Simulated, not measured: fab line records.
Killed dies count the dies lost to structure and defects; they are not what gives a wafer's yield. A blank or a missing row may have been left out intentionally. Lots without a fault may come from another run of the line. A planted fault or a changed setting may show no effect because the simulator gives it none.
Which tool did it? | flow gf180mcu | Sampling: 12 lots, 36 wafers, 6 of 602 route steps

== WHAT THE GAUGES READ, wafer by wafer ==
GF_STI_THK_MEAS_04.
lot  | measured    | on            | STI_CVD_03_THK (nm)
L498 | day 1 19:40 | film_metro-02 | 208.9 208.4 209.1
L499 | day 1 19:39 | film_metro-01 | 209.2 210.7 208.7
L500 | day 2 03:47 | film_metro-01 | 208.4 207.8 209.4
L501 | day 2 09:34 | film_metro-01 | 210.1 208.4 210.6
L502 | day 2 11:32 | film_metro-03 | 207.1 208.3 208.0
L503 | day 2 15:50 | film_metro-03 | 228.9 221.4 218.1
L507 | day 3 12:23 | film_metro-01 | 235.1 231.0 224.9
L515 | day 5 02:59 | film_metro-01 | 208.6 208.6 208.5
L516 | day 5 07:34 | film_metro-03 | 209.3 208.6 209.9
L517 | day 5 12:47 | film_metro-02 | 211.3 210.7 210.2
L518 | day 5 17:34 | film_metro-01 | 206.1 205.8 204.9
L520 | day 6 04:17 | film_metro-01 | 208.9 206.6 207.6

GF_VT_IMPLANT_OVL_MEAS_07.
lot  | measured     | on         | VT_IMPLANT_OVL (nm)
L498 | day 6 01:17  | overlay-01 | -0.3 0.1 -1.0
L499 | day 6 01:34  | overlay-02 | -3.4 -1.6 0.1
L500 | day 6 08:52  | overlay-01 | -1.1 -1.8 -2.8
L501 | day 6 15:29  | overlay-01 | 0.1 -0.1 -0.9
L502 | day 6 18:55  | overlay-02 | 0.7 1.3 2.3
L503 | day 6 21:38  | overlay-01 | -1.5 -1.0 0.2
L507 | day 8 05:17  | overlay-01 | -0.3 -1.0 -2.1
L515 | day 9 22:52  | overlay-01 | -1.1 -1.2 -3.0
L516 | day 10 04:22 | overlay-01 | -2.0 -1.4 -0.8
L517 | day 10 12:08 | overlay-02 | 0.1 -0.1 -0.7
L518 | day 10 18:23 | overlay-02 | -1.2 -0.1 0.1
L520 | day 11 07:02 | overlay-02 | -1.0 -2.7 -1.7

GF_POLY_GATE_THK_MEAS_01.
lot  | measured     | on            | POLY_GATE_CVD_00_THK (nm)
L498 | day 8 22:36  | film_metro-04 | 204.2 202.5 203.9
L499 | day 9 00:32  | film_metro-03 | 199.0 200.2 198.8
L500 | day 9 09:08  | film_metro-04 | 197.5 198.2 197.4
L501 | day 9 13:43  | film_metro-03 | 199.8 199.0 200.0
L502 | day 9 17:34  | film_metro-03 | 201.1 201.8 200.3
L503 | day 9 22:14  | film_metro-04 | 203.7 202.3 202.4
L507 | day 11 11:55 | film_metro-04 | 198.7 198.3 198.4
L515 | day 13 08:36 | film_metro-04 | 199.5 199.8 200.6
L516 | day 13 14:44 | film_metro-01 | 202.7 204.3 203.3
L517 | day 14 03:20 | film_metro-03 | 199.5 200.0 198.5
L518 | day 14 07:49 | film_metro-03 | 201.7 202.5 203.0
L520 | day 14 22:23 | film_metro-03 | 200.0 203.2 201.3

GF_SAB_CD_MEAS_09: target cd 420 nm.
lot  | measured     | on        | cd_nm (nm)
L498 | day 15 16:26 | cd_sem-01 | 422.4 421.5 422.4
L499 | day 15 17:17 | cd_sem-02 | 422.8 422.7 420.8
L500 | day 16 04:47 | cd_sem-02 | 421.3 420.4 422.3
L501 | day 16 11:55 | cd_sem-02 | 420.2 419.9 418.3
L502 | day 16 17:25 | cd_sem-01 | 422.2 421.8 422.1
L503 | day 16 19:15 | cd_sem-02 | 418.5 420.8 417.1
L507 | day 18 22:47 | cd_sem-02 | 421.1 420.7 420.4
L515 | day 21 07:14 | cd_sem-01 | 423.2 422.8 425.1
L516 | day 21 13:08 | cd_sem-01 | 423.4 422.5 421.9
L517 | day 22 05:01 | cd_sem-02 | 424.0 423.5 422.2
L518 | day 22 07:50 | cd_sem-01 | 421.5 423.0 418.6
L520 | day 22 23:57 | cd_sem-01 | 421.0 419.4 419.0

== WHAT TOOL EACH LOT RAN ON (gives the tool, then ch and the chambers of the sampled wafers, and finally the start) ==
lot  | GF_STI_CVD_03              | GF_STI_ETCH_13
L498 | lpcvd-02 ch 0, day 1 17:40 | rie_diel-03 ch 0,2,3, day 2 07:05
L499 | lpcvd-02 ch 1, day 1 17:40 | rie_diel-02 ch 1,2,3, day 2 07:18
L500 | lpcvd-01 ch 1, day 2 01:46 | rie_diel-01 ch 1,2,3, day 2 15:46
L501 | lpcvd-02 ch 1, day 2 06:35 | rie_diel-01 ch 0,2,3, day 2 22:23
L502 | lpcvd-02 ch 1, day 2 09:34 | rie_diel-01 ch 2,3, day 3 00:06
L503 | lpcvd-02 ch 0, day 2 13:50 | rie_diel-01 ch 0,1, day 3 04:12
L507 | lpcvd-02 ch 0, day 3 09:25 | rie_diel-02 ch 0,2,3, day 4 02:22
L515 | lpcvd-01 ch 0, day 5 01:00 | rie_diel-01 ch 0,1,2, day 5 17:21
L516 | lpcvd-01 ch 1, day 5 05:34 | rie_diel-01 ch 0,3, day 5 21:39
L517 | lpcvd-01 ch 1, day 5 10:47 | rie_diel-03 ch 0,2,3, day 6 03:22
L518 | lpcvd-01 ch 1, day 5 15:34 | rie_diel-02 ch 0,1,3, day 6 08:03
L520 | lpcvd-01 ch 0, day 6 02:18 | rie_diel-02 ch 0,1, day 6 19:33
- GF_STI_CVD_03: deposits Si3N4 from DCS/NH3, target thk 207.16 nm, time 3551 s.
- GF_STI_ETCH_13: etches the open film in CHF3/O2, stops on Si, target depth 282.31 nm, time 112.9 s.

== AS READ BY THE TOOLS THEMSELVES (means over the sampled wafers that have a number; for cases with no such wafer, the mark the record gives instead) ==
GF_STI_CVD_03.
lot  | tool     | spike_tc_centre_C (C) | zone_power_centre_pct (%) | zone_power_lower_pct (%) | zone_power_upper_pct (%)
L498 | lpcvd-02 | 770.2                 | 15.7                      | 12.1                     | 11.9
L499 | lpcvd-02 | 769.9                 | 12.4                      | 11.0                     | 12.7
L500 | lpcvd-01 | 772.1                 | 10.3                      | 14.1                     | 13.7
L501 | lpcvd-02 | 771.5                 | 12.4                      | 11.1                     | 12.7
L502 | lpcvd-02 | 771.0                 | 12.3                      | 11.0                     | 12.7
L503 | lpcvd-02 | 791.7                 | 22.0                      | 9.5                      | 9.3
L507 | lpcvd-02 | 792.0                 | 21.9                      | 9.6                      | 9.2
L515 | lpcvd-01 | 769.5                 | 12.3                      | 12.3                     | 12.0
L516 | lpcvd-01 | 773.2                 | 10.4                      | 14.1                     | 13.5
L517 | lpcvd-01 | 772.9                 | 10.3                      | 14.0                     | 13.8
L518 | lpcvd-01 | 771.0                 | 10.3                      | 14.0                     | 13.4
L520 | lpcvd-01 | 768.6                 | 12.2                      | 12.4                     | 12.0

GF_STI_ETCH_13.
lot  | tool        | drypump_motor_current_A (A) | oes_product_au (a.u.) | throttle_valve_pct (%)
L498 | rie_diel-03 | 5.3                         | 0.836                 | 8.816
L499 | rie_diel-02 | 5.6                         | 0.837                 | 8.806
L500 | rie_diel-01 | 6.1                         | 0.830                 | 8.816
L501 | rie_diel-01 | 6.1                         | 0.840                 | 8.803
L502 | rie_diel-01 | 6.2                         | 0.834                 | 8.807
L503 | rie_diel-01 | 6.2                         | 0.866                 | 8.824
L507 | rie_diel-02 | 5.7                         | 0.884                 | 8.826
L515 | rie_diel-01 | 6.0                         | 0.836                 | 8.818
L516 | rie_diel-01 | 6.2                         | 0.832                 | 8.823
L517 | rie_diel-03 | 5.3                         | 0.837                 | 8.821
L518 | rie_diel-02 | 5.4                         | 0.827                 | 8.809
L520 | rie_diel-02 | 5.4                         | 0.833                 | 8.809

== THE ANSWER, worked out from the rows above alone ==
Rule: the usual values come from the lots themselves. The widest of any qualifying gaps counts: lots, ordered by their means at a reading, are off when they make up no more than a third of the lots, leave a main group of 4 or more, and stand apart from it by 3 or more times the standard deviation of that group's means. The tables above print the reading to a certain number of digits; a main group whose means all agree to those digits is not used. Also off: a lot with no number at a reading for which 4 or more lots have one. Where the step has rows for the other lots, those lots are counted as sound. After the gauges, taken in route order, come the tools' own readings; for these a lot's mean is taken, as printed above. At the first step where some lot is off, the reading lying furthest off is the one used; lots without a number count as furthest.
Off: L503, L507, seen at GF_STI_THK_MEAS_04 (STI_CVD_03_THK). The main group has a mean of 208.6 nm with a standard deviation of 1.3.
A tool fits if, at a process step before that reading, it ran every lot that is off, and no sound lot after the first of them. Not tried: the gauges at GF_STI_THK_MEAS_04; whatever is off there is also off at GF_STI_CVD_03, on other tools, and gauge error can't account for it. One fits: lpcvd-02 at GF_STI_CVD_03. A fault onset in the window from L502 (day 2 09:34, its last sound lot) to L503 (day 2 13:50, its first lot off) fits.
The tool's own readings at GF_STI_CVD_03 bear it out: on the lots that are off they differ by more than 5 times the standard deviation of the sound lots' means. spike_tc_centre_C reads 791.9 C there against 771.0 C on the sound lots; zone_power_centre_pct reads 21.9 % there against 11.9 % on the sound lots; zone_power_upper_pct reads 9.2 % there against 12.8 % on the sound lots.

== WHAT WAS PUT IN BY THE SIMULATOR ==
lpcvd-02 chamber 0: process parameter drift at GF_STI_CVD_03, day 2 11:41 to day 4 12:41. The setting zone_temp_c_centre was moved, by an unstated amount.
Lots struck among those shown: L503, L507. The rule above found the same.
